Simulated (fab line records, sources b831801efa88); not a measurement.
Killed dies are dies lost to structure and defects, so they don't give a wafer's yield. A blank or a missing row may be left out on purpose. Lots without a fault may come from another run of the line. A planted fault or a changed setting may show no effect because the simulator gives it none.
Chamber matching | flow gf180mcu | GF_CONTACT_CVD_02 on pecvd-03: 3 sister chambers
The step deposits SiO2 from TEOS, target thk 860 nm, time 95.992 s. 3 wafers are shown with their chamber, then 9 later ones without.

WAFERS WITH THEIR CHAMBER
wafer  | chamber | heater_power_w (W)
L222.4 | 2       | 798
L223.4 | 1       | 567
L223.6 | 0       | 632

WAFERS WITHOUT THEIR CHAMBER
wafer  | heater_power_w (W)
L224.2 | 695
L224.5 | 701
L224.6 | 631
L229.1 | 634
L229.4 | 505
L229.6 | 657
L230.1 | 633
L230.2 | 671
L230.6 | 793

WHICH CHAMBER EACH WENT THROUGH
wafer  | from the rows above          | in truth
L224.2 | can't be placed: 0 or 2 or 1 | 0
L224.5 | can't be placed: 0 or 2 or 1 | 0
L224.6 | can't be placed: 0 or 1      | 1
L229.1 | can't be placed: 0 or 1      | 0
L229.4 | can't be placed: 1 or 0      | 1
L229.6 | can't be placed: 0 or 1      | 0
L230.1 | can't be placed: 0 or 1      | 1
L230.2 | can't be placed: 0 or 1      | 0
L230.6 | 2                            | 2
Placed correctly: 1 of 9. Can't be placed from these rows: 8 (the true chamber is among the candidates in 8). Placed wrongly: 0.
How it was worked out, from the rows above alone: a wafer's distance from a chamber is the root of the sum, over the readings, of the square of ((its reading less the chamber's mean) divided by the reading's scatter). The wafer belongs to the nearest chamber; if the next one is less than 2 further off, it can't be placed. A chamber's mean is the mean of its shown wafers. The scatter: with one shown wafer a chamber, the root of the mean of the squares of how far each hidden wafer lies from its nearest shown one.
